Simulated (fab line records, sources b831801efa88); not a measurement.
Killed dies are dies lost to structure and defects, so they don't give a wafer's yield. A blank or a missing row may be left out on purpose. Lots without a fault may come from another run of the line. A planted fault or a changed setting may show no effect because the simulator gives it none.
fab line records | flow sky130 | part 2 of 2: steps 26 to 36 of 36
record lots=5 wafers=15 last_day=50
route steps=708 shown CAP2M@616 METAL4@621 VIA4@639
lots that met no fault: from a run of the same line without faults
start_h: hours from the record's first day to the start of the lot's first wafer shown | wait_h: hours since the lot's step before | " the same as in the row above | L1.1+2: a row that stands for several wafers | - no value, or no start given | * or withheld: withheld | < > ~ a bound
route shown NAME@n: a module of which the file shows steps, and the number in the route of the first | usual: mean/standard deviation of fault-free wafers | same: alike in all rows | chamber/n: place in a boat | sites: the reading at each site | _std_site: their standard deviation | _edge_site: outer sites' mean less inner sites' | radius_mm: how far each site lies from the wafer's centre | mask NAME#n: copy n | behind: the tool/chamber that last shaped the wafer | hold: why the lot was held/for how many hours/how that ended | device: the transistor (n, p or np) that didn't switch | end of line: the same wafers' tests at the end of the route | a step without rows: its recipe alone | killed: dies lost to structure and defects at the first sort, not the wafer's yield | map: a wafer's dies, x killed, . not, _ none there
set.NAME: the setting as run; set.NAME@STEP: as run at that earlier step | model.NAME: the simulator's own value behind a step, which no gauge read
lots at some steps of the route; a table a step, a row a wafer
services: from which hour (start_h, from the record's first day; less than 0 if before it) a tool's chamber was out of use, for how many hours, and why
## steps
# step SKY_VIA4_CMP_02
# recipe material=SiO2 down_force_psi=4 platen_rpm=60 pad_velocity_m_s=0.94248
# usual motor_current_A=11.9/1.2 platen_rpm=60.00/0.046 slurry_filter_dp_kPa=13.50/0.13
# columns lot.wafer tool chamber start_h wait_h motor_current_A platen_rpm slurry_filter_dp_kPa
L077.2 cmp-01 0 1008.81 0.0 10.8 60.01 13.43
L077.5 " 0 " " 10.8 60.02 13.34
L077.6 " 1 " " 12.2 60.02 13.33
L079.4 cmp-01 2 1023.42 0.1 10.0 59.94 13.42
L079.5 " 0 " " 10.5 60.02 13.38
L079.6 " 1 " " 12.4 60.14 13.41
L080.3 cmp-02 0 1027.31 0.0 10.4 60.01 13.65
L080.2 " 1 " " 12.2 59.96 13.44
L080.5 " 1 " " 11.9 59.88 13.65
L091.3 cmp-01 1 1094.24 0.1 12.1 59.89 13.50
L091.6 " 3 " " 12.8 59.98 13.50
L091.5 " 0 " " 11.2 59.99 13.46
L092.4 cmp-01 0 1109.25 0.0 10.8 60.05 13.57
L092.2 " 1 " " 12.2 60.04 13.57
L092.3 " 2 " " 10.1 60.07 13.48
# step SKY_VIA4_BOW_MEAS_03
# recipe mode=bow
# usual VIA4_BOW=81/9.6
# columns lot.wafer tool chamber start_h wait_h VIA4_BOW[um]
L077.2 film_metro-01 - 1009.13 0.3 65
L077.5 " - " " 68
L077.6 " - " " 56
L079.4 film_metro-01 - 1023.68 0.2 77
L079.5 " - " " 84
L079.6 " - " " 78
L080.2 film_metro-04 - 1027.63 0.2 86
L080.3 " - " " 91
L080.5 " - " " 86
L091.3 film_metro-01 - 1094.48 0.2 91
L091.5 " - " " 93
L091.6 " - " " 99
L092.2 film_metro-04 - 1109.57 0.2 93
L092.3 " - " " 88
L092.4 " - " " 76
# step SKY_VIA4_DEHYDRATE_04
# recipe temp_c=200 time_s=60
# usual exhaust_pa=44.7/0.75
# columns lot.wafer tool chamber start_h wait_h exhaust_pa
L077.2 litho_track-02 0 1019.63 10.5 43.7
L077.5 " 0 " " 44.8
L077.6 " 0 " " 43.8
L079.4 litho_track-04 0 1034.62 10.9 44.7
L079.5 " 0 " " 46.0
L079.6 " 0 " " 44.6
L080.2 litho_track-02 0 1037.83 10.2 44.5
L080.3 " 0 " " 44.4
L080.5 " 0 " " 44.5
L091.3 litho_track-02 0 1104.01 9.5 45.2
L091.5 " 0 " " 43.2
L091.6 " 0 " " 43.4
L092.2 litho_track-03 0 1119.21 9.6 45.3
L092.3 " 0 " " 45.0
L092.4 " 0 " " 45.1
# step SKY_VIA4_HMDS_05
# recipe prime_time_s=60 prime_temp_c=120
# usual exhaust_pa=44.9/0.96
# columns lot.wafer tool chamber start_h wait_h exhaust_pa
L077.2 litho_track-02 0 1019.78 0.1 45.0
L077.5 " 0 " " 45.8
L077.6 " 0 " " 43.3
L079.4 litho_track-04 0 1034.77 0.1 45.8
L079.5 " 0 " " 45.4
L079.6 " 0 " " 45.0
L080.2 litho_track-02 0 1037.98 0.1 46.6
L080.3 " 0 " " 45.5
L080.5 " 0 " " 46.1
L091.3 litho_track-02 0 1104.16 0.1 44.8
L091.5 " 0 " " 44.7
L091.6 " 0 " " 45.0
L092.2 litho_track-03 0 1119.36 0.1 44.8
L092.3 " 0 " " 43.9
L092.4 " 0 " " 44.4
# step SKY_VIA4_COAT_06
# recipe resist=NOVOLAK spin_rpm=3000 resist_thk_nm=1140
# usual exhaust_pa=45.2/0.82
# columns lot.wafer tool chamber start_h wait_h exhaust_pa
L077.2 litho_track-02 0 1019.93 0.1 45.1
L077.5 " 0 " " 44.2
L077.6 " 0 " " 44.5
L079.4 litho_track-04 0 1034.92 0.1 44.7
L079.5 " 0 " " 45.5
L079.6 " 0 " " 45.0
L080.2 litho_track-02 0 1038.13 0.1 46.2
L080.3 " 0 " " 45.2
L080.5 " 0 " " 44.8
L091.3 litho_track-02 0 1104.31 0.1 45.3
L091.5 " 0 " " 45.4
L091.6 " 0 " " 44.5
L092.2 litho_track-03 0 1119.51 0.1 44.6
L092.3 " 0 " " 45.7
L092.4 " 0 " " 44.4
# step SKY_VIA4_SOFTBAKE_07
# recipe temp_c=90 time_s=60 resist=NOVOLAK
# usual exhaust_pa=45.0/0.97
# columns lot.wafer tool chamber start_h wait_h exhaust_pa
L077.2 litho_track-02 0 1020.08 0.1 45.6
L077.5 " 0 " " 44.6
L077.6 " 0 " " 45.4
L079.4 litho_track-04 0 1035.07 0.1 43.5
L079.5 " 0 " " 44.8
L079.6 " 0 " " 45.6
L080.2 litho_track-02 0 1038.28 0.1 44.8
L080.3 " 0 " " 43.2
L080.5 " 0 " " 43.8
L091.3 litho_track-02 0 1104.46 0.1 44.3
L091.5 " 0 " " 44.0
L091.6 " 0 " " 45.1
L092.2 litho_track-03 0 1119.66 0.1 45.5
L092.3 " 0 " " 45.5
L092.4 " 0 " " 45.9
# step SKY_VIA4_EXPOSE_08
# recipe mask_id=VIM4 na=0.6 source_shape=conventional sigma_outer=0.6 polarization=unpolarized target_cd_nm=800 dose_mj=132
# columns lot.wafer tool chamber start_h wait_h mask
L077.2+5+6 iline_stepper-01 0 - - VIM4#0
L079.4+5+6 iline_stepper-02 0 - - VIM4#0
L080.2+3+5 iline_stepper-02 0 - - VIM4#0
L091.3+5+6 iline_stepper-01 0 - - VIM4#0
L092.2+3+4 iline_stepper-01 0 - - VIM4#0
# step SKY_VIA4_PEB_09
# recipe temp_c=withheld time_s=* resist=NOVOLAK
# usual exhaust_pa=45.1/0.9
# columns lot.wafer tool chamber start_h wait_h exhaust_pa
L077.2 litho_track-03 0 - - 45.1
L077.5 " 0 " " 45.8
L077.6 " 0 " " 44.1
L079.4 litho_track-02 0 - - 45.5
L079.5 " 0 " " 44.5
L079.6 " 0 " " 45.1
L080.2 litho_track-04 0 - - 45.5
L080.3 " 0 " " 46.4
L080.5 " 0 " " 46.5
L091.3 litho_track-03 0 - - 46.5
L091.5 " 0 " " 46.4
L091.6 " 0 " " 45.2
L092.2 litho_track-03 0 - - 45.9
L092.3 " 0 " " 45.6
L092.4 " 0 " " 44.6
# step SKY_VIA4_DEVELOP_10
# recipe resist=NOVOLAK developer=TMAH develop_time_s=60 dev_temp_c=23
# usual exhaust_pa=45.3/0.87
# columns lot.wafer tool chamber start_h wait_h exhaust_pa
L077.2 litho_track-03 0 1032.11 0.1 44.2
L077.5 " 0 " " 44.3
L077.6 " 0 " " 44.5
L079.4 litho_track-02 0 1046.18 0.1 45.0
L079.5 " 0 " " 46.4
L079.6 " 0 " " 44.7
L080.2 litho_track-04 0 1049.92 0.1 46.0
L080.3 " 0 " " 45.5
L080.5 " 0 " " 45.7
L091.3 litho_track-03 0 1114.23 0.1 44.0
L091.5 " 0 " " 46.1
L091.6 " 0 " " 45.4
L092.2 litho_track-03 0 1128.61 0.1 46.0
L092.3 " 0 " " 46.2
L092.4 " 0 " " 45.7
# step SKY_VIA4_OVL_MEAS_11
# usual VIA4_OVL=0.3/1.3
# columns lot.wafer tool chamber start_h wait_h VIA4_OVL[nm]
L077.2 overlay-02 - 1032.24 0.1 0.7
L077.5 " - " " -0.8
L077.6 " - " " 0.8
L079.4 overlay-01 - 1046.27 0.1 -0.6
L079.5 " - " " 0.6
L079.6 " - " " 0.1
L080.2 overlay-01 - 1050.05 0.1 0.4
L080.3 " - " " -0.5
L080.5 " - " " -1.3
L091.3 overlay-01 - 1114.34 0.1 0.3
L091.5 " - " " -1.7
L091.6 " - " " -1.0
L092.2 overlay-02 - 1128.74 0.1 -0.8
L092.3 " - " " -0.5
L092.4 " - " " 0.8
# step SKY_VIA4_ETCH_12
# recipe target=SiO2 chemistry=C4F8/O2/Ar stop_on=TiN mask_material=NOVOLAK source_w=1500 bias_w=1200 pressure_mtorr=40 c4f8_flow_sccm=withheld O2_flow_sccm=6 Ar_flow_sccm=300 time_s=withheld target_depth_a=5800
# usual oes_product_au=0.926/0.005
# columns lot.wafer tool chamber start_h wait_h oes_product_au
L077.2 rie_diel-03 2 1032.27 0.0 0.922
L077.5 " 1 " " 0.924
L077.6 " 0 " " 0.931
L079.4 rie_diel-02 1 1046.29 0.0 0.930
L079.5 " 2 " " 0.928
L079.6 " 1 " " 0.927
L080.2 rie_diel-01 1 1050.08 0.0 0.924
L080.3 " 2 " " 0.932
L080.5 " 1 " " 0.922
L091.3 rie_diel-02 0 1114.37 0.0 0.932
L091.5 " 0 " " 0.932
L091.6 " 3 " " 0.929
L092.2 rie_diel-01 3 1128.77 0.0 0.932
L092.3 " 1 " " 0.916
L092.4 " 0 " " 0.924
## services
# columns tool chamber start_h hours kind
iline_stepper-01 - 968.92 5.5 repair
rie_diel-02 3 971.84 2.5 repair
cmp-01 - 981.64 1.1 repair
rie_diel-02 - 995.02 1.0 repair
iline_stepper-01 - 996.49 1.7 pm
rie_metal-02 - 997.21 1.5 repair
rie_diel-03 2 1004.32 1.4 repair
rie_metal-03 - 1008.56 14.6 pm
rie_diel-03 0 1011.33 5.5 repair
rie_diel-03 - 1018.14 0.6 repair
krf_scanner-02 - 1021.19 3.6 pm
iline_stepper-01 - 1025.84 17.2 repair
rie_diel-02 3 1036.68 1.8 repair
krf_scanner-02 - 1040.76 1.4 repair
rie_metal-03 - 1044.14 2.8 pm
hdpcvd-01 - 1046.98 2.8 pm
iline_stepper-01 - 1056.21 1.1 repair
krf_scanner-02 - 1060.53 1.3 pm
rie_diel-03 0 1062.34 5.9 repair
wet_bench-01 - 1079.72 98.0 repair
wet_bench-04 - 1080.92 1.9 pm
cmp-01 - 1084.39 4.0 pm
krf_scanner-02 - 1093.63 0.8 pm
krf_scanner-02 - 1120.99 1.0 pm
